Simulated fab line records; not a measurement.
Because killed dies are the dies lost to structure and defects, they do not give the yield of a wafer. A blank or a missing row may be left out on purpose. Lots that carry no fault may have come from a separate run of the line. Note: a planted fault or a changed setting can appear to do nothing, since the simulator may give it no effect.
What tool caused it?	flow gf180mcu	Sampling: 13 lots, 39 wafers, 5 of 602 route steps

## WHAT THE GAUGES READ, wafer by wafer
GF_HV_LDD_OVL_MEAS_47. Usual: HV_LDD_03_OVL 0.4 nm, standard deviation 1.4.
lot	measured	on	HV_LDD_03_OVL (nm)	flag
L637	day 12 22:46	overlay-01	0.9 -0.8 0.5	
L638	day 13 08:09	overlay-01	0.9 1.5 0.5	
L639	day 13 10:18	overlay-01	3.8 2.2 1.7	
L640	day 13 15:11	overlay-02	-1.7 -0.3 -0.7	
L643	day 14 18:46	overlay-01	-3.2 -2.3 -1.0	
L644	day 15 05:20	overlay-02	2.4 1.5 1.8	
L648	day 16 14:41	overlay-02	-0.2 1.5 0.8	
L650	day 17 08:17	overlay-01	1.2 1.6 2.3	
L655	day 18 18:05	overlay-01	0.4 0.5 -0.1	
L656	day 19 01:13	overlay-01	-1.3 -0.6 -0.6	
L657	day 19 09:18	overlay-02	1.4 0.4 -0.1	
L658	day 19 18:57	overlay-02	1.1 0.6 1.1	
L659	day 20 01:13	overlay-02	1.8 0.8 1.1	

GF_HV_LDD_THK_MEAS_55. Usual: HV_LDD_CVD_54_THK 9.94 nm, standard deviation 0.12.
lot	measured	on	HV_LDD_CVD_54_THK (nm)	flag
L637	day 13 00:22	film-metro-03	9.80 9.88 9.77	
L638	day 13 09:49	film-metro-01	10.00 10.04 10.02	
L639	day 13 12:20	film-metro-03	10.20 10.01 10.07	
L640	day 13 16:47	film-metro-03	10.12 10.15 10.19	
L643	day 14 20:22	film-metro-03	9.85 9.80 9.92	
L644	day 15 06:57	film-metro-03	10.14 10.07 10.16	
L648	day 16 16:17	film-metro-02	9.99 9.82 9.86	
L650	day 17 10:24	film-metro-02	9.96 9.96 10.03	
L655	day 18 19:42	film-metro-03	9.93 10.01 9.86	
L656	day 19 02:49	film-metro-03	9.85 9.96 9.95	
L657	day 19 10:54	film-metro-03	9.89 9.89 9.78	
L658	day 19 20:33	film-metro-03	9.88 9.83 9.71	
L659	day 20 02:50	film-metro-02	10.03 9.99 10.00	

GF_NSD_OVL_MEAS_08. Usual: NSD_OVL -0.2 nm, standard deviation 1.4.
lot	measured	on	NSD_OVL (nm)	flag
L637	day 13 21:46	overlay-02	0.6 -0.8 -0.2	
L638	day 14 08:13	overlay-01	1.5 -0.4 0.7	
L639	day 14 10:28	overlay-01	1.0 1.4 1.2	
L640	day 14 14:31	overlay-01	-1.9 -0.4 -0.3	
L643	day 15 19:23	overlay-01	1.5 0.6 0.3	
L644	day 16 06:20	overlay-01	171.6 169.6 171.3	OFF
L648	day 17 15:49	overlay-02	0.6 -1.0 0.9	
L650	day 18 10:55	overlay-02	170.9 172.7 172.8	OFF
L655	day 19 21:59	overlay-01	-0.3 1.4 -2.1	
L656	day 20 03:52	overlay-01	0.0 -3.4 -1.7	
L657	day 20 11:49	overlay-02	-3.7 -2.0 -2.6	
L658	day 20 21:16	overlay-01	-0.5 -0.8 0.1	
L659	day 21 03:59	overlay-01	-2.0 -3.3 -2.4	

## TOOL THAT RAN EACH LOT (tool first, then ch and the chambers of the sampled wafers, then the start)
lot	GF_HV_LDD_STRIP_10	GF_NSD_EXPOSE_04
L637	plasma-asher-02 ch 0,1, day 10 12:10	iline-stepper-02 ch 0, day 13 11:57
L638	plasma-asher-02 ch 0,1, day 10 22:22	iline-stepper-01 ch 0, day 13 21:34
L639	plasma-asher-01 ch 0,1, day 10 22:51	iline-stepper-01 ch 0, day 13 23:56
L640	plasma-asher-04 ch 0,1, day 11 03:44	iline-stepper-01 ch 0, day 14 04:32
L643	plasma-asher-02 ch 0,1, day 12 04:31	iline-stepper-02 ch 0, day 15 08:43
L644	plasma-asher-01 ch 0,1, day 12 14:20	iline-stepper-01 ch 0, day 15 19:04
L648	plasma-asher-01 ch 0,1, day 13 21:47	iline-stepper-02 ch 0, day 17 05:03
L650	plasma-asher-01 ch 0,1, day 14 13:32	iline-stepper-01 ch 0, day 17 23:14
L655	plasma-asher-01 ch 0,1, day 15 19:52	iline-stepper-02 ch 0, day 19 09:59
L656	plasma-asher-01 ch 0,1, day 16 05:01	iline-stepper-02 ch 0, day 19 16:15
L657	plasma-asher-02 ch 0,1, day 16 11:38	iline-stepper-02 ch 0, day 20 00:01
L658	plasma-asher-01 ch 0,1, day 16 19:07	iline-stepper-02 ch 0, day 20 09:52
L659	plasma-asher-01 ch 0,1, day 17 02:34	iline-stepper-02 ch 0, day 20 15:53
- GF_HV_LDD_STRIP_10: strips in O2/N2.
- GF_NSD_EXPOSE_04: exposes mask Nplus, target cd 400 nm.

## WHAT THE TOOLS THEMSELVES READ (means of the sampled wafers that have a number; where no wafer has one, the mark that the record gives instead)
GF_HV_LDD_STRIP_10. Usual: chamber-pressure-mTorr 1500.1 mTorr (standard deviation 1.3); drypump-motor-current-A 5.9 A (standard deviation 0.5); heater-power-w 329 W (standard deviation 21); o2-flow-sccm 3000 sccm (standard deviation 8.9); oes-product-au 0.716 a.u. (standard deviation 0.0045); platen-temp-c 249.97 C (standard deviation 0.19); strip-time-to-endpoint-s 12.62 s (standard deviation 0.035).
lot	tool	chamber-pressure-mTorr (mTorr)	drypump-motor-current-A (A)	heater-power-w (W)	o2-flow-sccm (sccm)	oes-product-au (a.u.)	platen-temp-c (C)	strip-time-to-endpoint-s (s)	flag
L637	plasma-asher-02	1500.9	6.4	333	3006	0.717	250.31	12.66	
L638	plasma-asher-02	1500.3	6.4	334	2990	0.715	249.95	12.63	
L639	plasma-asher-01	1500.3	5.6	319	2999	0.718	249.88	12.66	
L640	plasma-asher-04	1500.1	5.8	346	2996	0.719	250.14	12.56	
L643	plasma-asher-02	1500.0	6.1	344	2994	0.715	249.86	12.64	
L644	plasma-asher-01	1500.0	5.6	319	3010	0.713	249.86	12.58	
L648	plasma-asher-01	1500.1	5.6	320	2995	0.715	249.89	12.62	
L650	plasma-asher-01	1499.0	5.9	312	3010	0.716	249.88	12.62	
L655	plasma-asher-01	1502.2	5.9	317	3003	0.722	249.88	12.63	
L656	plasma-asher-01	1500.2	5.6	322	2987	0.717	249.87	12.63	
L657	plasma-asher-02	1499.5	6.4	328	2995	0.719	250.04	12.64	
L658	plasma-asher-01	1498.9	5.6	322	2999	0.714	250.01	12.62	
L659	plasma-asher-01	1500.2	5.5	322	3001	0.717	250.20	12.62	

## THE ANSWER, worked out from the rows above alone
Rule: take the mean of a lot's wafers that have a number; if it is more than 3 standard deviations from the usual mean, the lot is off. A lot without any number at a reading at which 4 lots or more have one is off too. Any other lot the step has rows for is counted as sound. After the gauges, taken in route order, come the tools' own readings; for these a lot's mean is taken, as printed above. At the first step where some lot is off, the reading lying furthest off is the one used; lots without a number count as furthest.
Off: L644, L650, seen at GF_NSD_OVL_MEAS_08 (NSD_OVL).
A tool fits if, at a process step before that reading, it ran every lot that is off, and no sound lot after the first of them. The gauges at GF_NSD_OVL_MEAS_08 are tried like those tools. One candidate fits, namely iline-stepper-01 at GF_NSD_EXPOSE_04. Its last sound lot is L640 (day 14 04:32), its first lot that is off L644 (day 15 19:04): a fault that began between those two fits.

## WHAT HAD BEEN PUT IN BY THE SIMULATOR
Scanner matching overlay: iline-stepper-01, from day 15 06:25 on, at GF_NSD_EXPOSE_04. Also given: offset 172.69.
Lots struck among those shown: L644, L650. The same result came from the rule above.
